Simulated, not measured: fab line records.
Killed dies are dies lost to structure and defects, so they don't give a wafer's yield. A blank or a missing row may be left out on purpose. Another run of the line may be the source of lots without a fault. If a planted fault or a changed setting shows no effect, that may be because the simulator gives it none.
fab line records -- flow sky130 -- part 2 of 2: steps 24 to 33 of 33
record: lots: 5, wafers: 15, lastDay: 49
route steps=708 shown FIELD_ISO@5 NWELL@32 DNWELL@35
lots that met no fault: taken from a fault-free run of the same line
startH: hours from the record's opening day to when the first of the lot's shown wafers began -- waitH: how many hours have passed since the lot's step before this one -- " identical to the entry in the row above -- L1.1+2: a single row standing in for several wafers -- - either no value or no given start -- * or withheld: withheld -- < > ~ a bound
route shown NAME@n: NAME is a module with steps in the file, n the number in the route of the first one -- usual: average and standard deviation across the fault-free wafers -- same: alike in all rows -- chamber/n: place in a boat -- sites: each site's reading -- _std_site: the values' standard deviation -- _edge_site: inner sites' mean taken away from outer sites' mean -- radiusMm: for every site, how far away it sits from the centre of the wafer -- mask NAME#n: copy n -- behind: tool/chamber where the wafer was last shaped -- hold: why the lot was held/for how many hours/how that ended -- device: whichever transistor did not switch (one of n, p or np) -- end of line: at the end of the route, the tests of the same wafers -- a step without rows: its recipe alone -- killed: count of dies lost to structure and defects at first sort (not the wafer's yield) -- map: dies across one wafer; x = killed, . = not, _ = none there
set.NAME: the setting the step ran with; set.NAME@STEP: the setting that earlier step ran with -- model.NAME: the simulator's own value behind a step, which no gauge read
lots at selected steps of the route; one table per step, one row per wafer
services: from which hour (startH, from the record's first day; less than 0 if before it) a tool's chamber was out of use, for how many hours, and why
== steps ==
step: SKY_FIELD_ISO_CMP_27
recipe: stopOn: Si3N4, tOverpolishS: 16, downForcePsi: 4, platenRpm: 60, targetThkNm: 457.8, padVelocityMS: 0.94248
usual: motorCurrentA: 12.3/1.2, overpolishRunS: 16.001/0.0082, timeToEndpointS: 110/5.1
lot.wafer,tool,chamber,startH,waitH,motorCurrentA,overpolishRunS,timeToEndpointS
L076.2,cmp-01,3,43.21,0.1,10.9,15.998,113
L076.1,cmp-01,0,43.21,0.1,12.9,16.006,121
L076.5,cmp-01,1,43.21,0.1,12.2,15.999,115
L082.3,cmp-02,0,76.12,0.0,13.5,16.007,113
L082.1,cmp-02,1,76.12,0.0,13.8,16.004,116
L082.6,cmp-02,0,76.12,0.0,13.4,16.000,112
L086.2,cmp-01,0,95.48,0.0,13.1,15.997,113
L086.1,cmp-01,2,95.48,0.0,12.2,16.001,107
L086.6,cmp-01,0,95.48,0.0,13.6,15.989,114
L092.2,cmp-01,3,130.95,0.1,11.3,15.994,111
L092.3,cmp-01,0,130.95,0.1,12.6,16.010,118
L092.5,cmp-01,2,130.95,0.1,13.6,15.994,107
L095.4,cmp-01,0,141.52,0.1,13.8,16.002,122
L095.5,cmp-01,3,141.52,0.1,11.1,16.002,110
L095.6,cmp-01,0,141.52,0.1,13.0,15.999,117
step: SKY_FIELD_ISO_WET_ETCH_28
recipe: chemistry: dHF, targetDepthNm: 23.7, target: SiO2, dilution: 10:1, tempC: 25, timeS: 47
usual: bathHeatDutyPct: 6.3/0.83
lot.wafer,tool,chamber,startH,waitH,bathHeatDutyPct
L076.1,wetBench-03,2,43.41,0.1,5.4
L076.2,wetBench-03,2,43.41,0.1,5.3
L076.5,wetBench-03,2,43.41,0.1,5.2
L082.1,wetBench-01,3,76.42,0.2,6.0
L082.3,wetBench-01,3,76.42,0.2,6.7
L082.6,wetBench-01,3,76.42,0.2,6.2
L086.1,wetBench-03,0,95.78,0.1,6.0
L086.2,wetBench-03,0,95.78,0.1,6.0
L086.6,wetBench-03,0,95.78,0.1,6.7
L092.2,wetBench-02,2,131.15,0.1,6.8
L092.3,wetBench-02,2,131.15,0.1,6.9
L092.5,wetBench-02,2,131.15,0.1,7.0
L095.4,wetBench-03,2,141.77,0.2,6.2
L095.5,wetBench-03,2,141.77,0.2,7.0
L095.6,wetBench-03,2,141.77,0.2,5.0
step: SKY_FIELD_ISO_WET_ETCH_29
recipe: chemistry: H3PO4, targetDepthNm: 160, target: Si3N4, tempC: 160, timeS: 1825
usual: bathHeatDutyPct: 27/3.9
lot.wafer,tool,chamber,startH,waitH,bathHeatDutyPct
L076.1,wetBench-01,2,43.43,0.0,35
L076.2,wetBench-01,2,43.43,0.0,33
L076.5,wetBench-01,2,43.43,0.0,36
L082.1,wetBench-02,0,76.44,0.0,24
L082.3,wetBench-02,0,76.44,0.0,24
L082.6,wetBench-02,0,76.44,0.0,24
L086.1,wetBench-02,2,95.81,0.0,30
L086.2,wetBench-02,2,95.81,0.0,29
L086.6,wetBench-02,2,95.81,0.0,30
L092.2,wetBench-03,1,131.17,0.0,32
L092.3,wetBench-03,1,131.17,0.0,27
L092.5,wetBench-03,1,131.17,0.0,31
L095.4,wetBench-01,3,141.79,0.0,26
L095.5,wetBench-01,3,141.79,0.0,26
L095.6,wetBench-01,3,141.79,0.0,24
step: SKY_FIELD_ISO_WET_ETCH_30
recipe: chemistry: dHF, targetDepthNm: 25, target: SiO2, dilution: 10:1, tempC: 25, timeS: 50
usual: bathHeatDutyPct: 6.5/1
lot.wafer,tool,chamber,startH,waitH,bathHeatDutyPct
L076.1,wetBench-01,1,43.95,0.0,7.3
L076.2,wetBench-01,1,43.95,0.0,7.9
L076.5,wetBench-01,1,43.95,0.0,8.1
L082.1,wetBench-03,3,76.95,0.0,6.4
L082.3,wetBench-03,3,76.95,0.0,5.5
L082.6,wetBench-03,3,76.95,0.0,4.9
L086.1,wetBench-02,3,96.32,0.0,5.7
L086.2,wetBench-02,3,96.32,0.0,5.0
L086.6,wetBench-02,3,96.32,0.0,6.1
L092.2,wetBench-02,1,131.68,0.0,6.6
L092.3,wetBench-02,1,131.68,0.0,6.8
L092.5,wetBench-02,1,131.68,0.0,6.1
L095.4,wetBench-02,1,142.35,0.0,7.1
L095.5,wetBench-02,1,142.35,0.0,6.9
L095.6,wetBench-02,1,142.35,0.0,6.8
step: SKY_NWELL_CLEAN_00
recipe: chemistry: SC1/SC2, mix: 1:4:20, tempC: 70, timeS: 150, dry: n2Spin
usual: bathHeatDutyPct: 13.4/1.6
lot.wafer,tool,chamber,startH,waitH,bathHeatDutyPct
L076.1,wetBench-01,1,43.97,0.0,17.1
L076.2,wetBench-01,1,43.97,0.0,17.8
L076.5,wetBench-01,1,43.97,0.0,15.7
L082.1,wetBench-01,3,76.98,0.0,13.9
L082.3,wetBench-01,3,76.98,0.0,12.5
L082.6,wetBench-01,3,76.98,0.0,12.9
L086.1,wetBench-02,1,96.34,0.0,14.2
L086.2,wetBench-02,1,96.34,0.0,13.9
L086.6,wetBench-02,1,96.34,0.0,13.9
L092.2,wetBench-01,3,131.71,0.0,13.8
L092.3,wetBench-01,3,131.71,0.0,12.2
L092.5,wetBench-01,3,131.71,0.0,12.1
L095.4,wetBench-03,0,142.38,0.0,11.9
L095.5,wetBench-03,0,142.38,0.0,13.2
L095.6,wetBench-03,0,142.38,0.0,14.9
step: SKY_NWELL_OXIDATION_01
recipe: tempC: 900, ambient: O2, stabiliseS: 600, purgeS: 300, targetThkA: 100, oxTimeS: 1418
usual: zonePowerBottomPct: 27/3.2
lot.wafer,tool,chamber,startH,waitH,zonePowerBottomPct
L076.1,furnace-02,0,44.02,0.0,23
L076.2,furnace-02,0,44.02,0.0,24
L076.5,furnace-02,0,44.02,0.0,24
L082.1,furnace-02,0,78.82,1.8,24
L082.3,furnace-02,0,78.82,1.8,24
L082.6,furnace-02,0,78.82,1.8,24
L086.1,furnace-01,0,96.63,0.2,30
L086.2,furnace-01,0,96.63,0.2,30
L086.6,furnace-01,0,96.63,0.2,30
L092.2,furnace-02,0,133.73,2.0,24
L092.3,furnace-02,0,133.73,2.0,24
L092.5,furnace-02,0,133.73,2.0,24
L095.4,furnace-01,0,143.04,0.6,30
L095.5,furnace-01,0,143.04,0.6,30
L095.6,furnace-01,0,143.04,0.6,30
step: SKY_NWELL_THK_MEAS_02
recipe: reads: SiO2_of_NWELL_OXIDATION_01
usual: NWELL_OXIDATION_THK: 9.98/0.15
lot.wafer,tool,chamber,startH,waitH,NWELL_OXIDATION_THK[nm]
L076.1,filmMetro-02,-,45.41,0.0,10.03
L076.2,filmMetro-02,-,45.41,0.0,9.90
L076.5,filmMetro-02,-,45.41,0.0,9.87
L082.1,filmMetro-02,-,80.22,0.0,9.98
L082.3,filmMetro-02,-,80.22,0.0,9.98
L082.6,filmMetro-02,-,80.22,0.0,10.12
L086.1,filmMetro-02,-,98.03,0.0,10.09
L086.2,filmMetro-02,-,98.03,0.0,9.99
L086.6,filmMetro-02,-,98.03,0.0,10.10
L092.2,filmMetro-02,-,135.13,0.0,9.89
L092.3,filmMetro-02,-,135.13,0.0,9.78
L092.5,filmMetro-02,-,135.13,0.0,9.97
L095.4,filmMetro-02,-,144.47,0.0,10.16
L095.5,filmMetro-02,-,144.47,0.0,10.14
L095.6,filmMetro-02,-,144.47,0.0,10.08
step: SKY_DNWELL_DEHYDRATE_00
recipe: tempC: 200, timeS: 60
usual: resistLineTempC: 23.02/0.13
lot.wafer,tool,chamber,startH,waitH,resistLineTempC
L076.1,lithoTrack-03,0,52.66,7.2,23.10
L076.2,lithoTrack-03,0,52.66,7.2,23.06
L076.5,lithoTrack-03,0,52.66,7.2,23.25
L082.1,lithoTrack-02,0,87.93,7.7,23.06
L082.3,lithoTrack-02,0,87.93,7.7,22.82
L082.6,lithoTrack-02,0,87.93,7.7,22.91
L086.1,lithoTrack-03,0,106.36,8.3,23.06
L086.2,lithoTrack-03,0,106.36,8.3,23.26
L086.6,lithoTrack-03,0,106.36,8.3,23.02
L092.2,lithoTrack-03,0,143.38,8.2,23.10
L092.3,lithoTrack-03,0,143.38,8.2,22.93
L092.5,lithoTrack-03,0,143.38,8.2,22.97
L095.4,lithoTrack-04,0,154.38,9.9,22.96
L095.5,lithoTrack-04,0,154.38,9.9,22.98
L095.6,lithoTrack-04,0,154.38,9.9,22.87
step: SKY_DNWELL_HMDS_01
recipe: primeTimeS: 60, primeTempC: 120
usual: resistLineTempC: 23.00/0.11
lot.wafer,tool,chamber,startH,waitH,resistLineTempC
L076.1,lithoTrack-03,0,52.81,0.1,22.98
L076.2,lithoTrack-03,0,52.81,0.1,22.89
L076.5,lithoTrack-03,0,52.81,0.1,22.98
L082.1,lithoTrack-02,0,88.08,0.1,23.14
L082.3,lithoTrack-02,0,88.08,0.1,23.03
L082.6,lithoTrack-02,0,88.08,0.1,22.68
L086.1,lithoTrack-03,0,106.51,0.1,22.91
L086.2,lithoTrack-03,0,106.51,0.1,22.96
L086.6,lithoTrack-03,0,106.51,0.1,22.83
L092.2,lithoTrack-03,0,143.53,0.1,22.96
L092.3,lithoTrack-03,0,143.53,0.1,23.03
L092.5,lithoTrack-03,0,143.53,0.1,22.79
L095.4,lithoTrack-04,0,154.53,0.1,23.03
L095.5,lithoTrack-04,0,154.53,0.1,22.97
L095.6,lithoTrack-04,0,154.53,0.1,23.10
step: SKY_DNWELL_COAT_02
recipe: spinRpm: 2000, resistThkNm: 3000
usual: resistLineTempC: 22.97/0.096
lot.wafer,tool,chamber,startH,waitH,resistLineTempC
L076.1,lithoTrack-03,0,52.96,0.1,22.81
L076.2,lithoTrack-03,0,52.96,0.1,23.13
L076.5,lithoTrack-03,0,52.96,0.1,23.02
L082.1,lithoTrack-02,0,88.23,0.1,23.08
L082.3,lithoTrack-02,0,88.23,0.1,22.97
L082.6,lithoTrack-02,0,88.23,0.1,23.11
L086.1,lithoTrack-03,0,106.66,0.1,23.07
L086.2,lithoTrack-03,0,106.66,0.1,22.92
L086.6,lithoTrack-03,0,106.66,0.1,22.93
L092.2,lithoTrack-03,0,143.68,0.1,23.10
L092.3,lithoTrack-03,0,143.68,0.1,23.11
L092.5,lithoTrack-03,0,143.68,0.1,22.90
L095.4,lithoTrack-04,0,154.68,0.1,22.84
L095.5,lithoTrack-04,0,154.68,0.1,22.86
L095.6,lithoTrack-04,0,154.68,0.1,23.05
== services ==
tool,chamber,startH,hours,kind
krfScanner-02,-,8.31,5.2,repair
krfScanner-01,-,17.06,1.0,pm
hdpcvd-02,-,25.21,6.0,pm
hdpcvd-01,-,34.32,6.0,pm
plasmaAsher-04,-,43.65,0.7,repair
rieDiel-01,1,49.26,12.7,repair
furnace-02,-,49.97,2.8,pm
cmp-01,-,53.40,6.6,repair
rieDiel-01,3,59.05,9.4,repair
cmp-01,-,64.00,4.0,pm
plasmaAsher-04,-,65.53,1.0,repair
hdpcvd-01,-,66.75,15.0,pm
wetBench-01,-,85.88,30.1,pm
cmp-01,-,89.05,1.7,repair
rieSi-01,-,96.06,0.2,repair
hdpcvd-02,0,97.36,6.1,repair
rieSi-02,1,97.92,4.5,repair
krfScanner-02,-,101.96,1.0,pm
rieDiel-04,3,111.19,12.0,repair
furnace-02,-,120.09,3.3,pm
krfScanner-02,-,126.69,0.8,pm
krfScanner-02,-,135.25,0.2,repair
krfScanner-02,-,139.72,0.3,repair
hdpcvd-02,-,152.39,0.9,repair
